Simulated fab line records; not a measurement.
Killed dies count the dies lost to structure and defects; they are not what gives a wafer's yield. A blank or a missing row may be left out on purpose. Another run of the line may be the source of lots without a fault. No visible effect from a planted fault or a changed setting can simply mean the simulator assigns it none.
Chamber matching | flow sfqLine | SFQ_TRILAYER_I3_DEP_PECVD_081 on pecvd-04 has 3 sister chambers
The step deposits SiO2 from SiH4/N2O, time 111.11 s, target thk 500 nm. 16 wafers are shown with their chamber, then 7 later ones without.

WAFERS WITH THEIR CHAMBER
wafer  | chamber | throttleValvePct (%) | heaterPowerW (W)
L796.1 | 1       | 24.2                 | 89
L796.4 | 2       | 22.2                 | 104
L796.5 | 0       | 23.5                 | 114
L798.1 | 0       | 23.4                 | 105
L798.4 | 1       | 24.5                 | 73
L798.6 | 0       | 23.4                 | 108
L799.1 | 2       | 22.4                 | 99
L799.3 | 1       | 24.3                 | 90
L799.5 | 0       | 23.6                 | 106
L803.3 | 2       | 22.6                 | 100
L803.4 | 2       | 22.6                 | 104
L803.6 | 0       | 23.4                 | 96
L806.1 | 2       | 22.7                 | 98
L806.2 | 1       | 24.6                 | 82
L806.3 | 0       | 23.6                 | 99
L812.1 | 1       | 24.7                 | 77

SIGNATURES, as means of the wafers listed above
reading          | chamber 0 | chamber 1 | chamber 2 | scatter within a chamber
throttleValvePct | 23.483    | 24.460    | 22.500    | 0.171
heaterPowerW     | 104.67    | 82.20     | 101.00    | 5.94
Rule: for a wafer and a chamber, the distance is found by dividing, reading by reading, the gap between the wafer's reading and the chamber's mean by the reading's scatter, squaring, summing and taking the root. The wafer belongs to the nearest chamber; if the next one is less than 2 further off, it can't be placed. How the scatter is found: for the shown wafers, subtract from each reading the mean of its chamber, square and add these, divide the total by (wafers less chambers), then take the root.

WAFERS MISSING THEIR CHAMBER
wafer  | throttleValvePct (%) | heaterPowerW (W)
L812.2 | 23.6                 | 114
L817.2 | 24.5                 | 89
L817.3 | 24.8                 | 88
L817.4 | 23.9                 | 103
L819.2 | 24.8                 | 74
L819.4 | 24.5                 | 77
L819.5 | 23.6                 | 111

WHICH CHAMBER EACH ONE RAN IN
wafer  | from the rows above | in truth
L812.2 | 0                   | 0
L817.2 | 1                   | 1
L817.3 | 1                   | 1
L817.4 | 0                   | 0
L819.2 | 1                   | 1
L819.4 | 1                   | 1
L819.5 | 0                   | 0
Correct placement for 7 of the 7. Can't be placed from these rows: 0. Placed wrongly: 0.
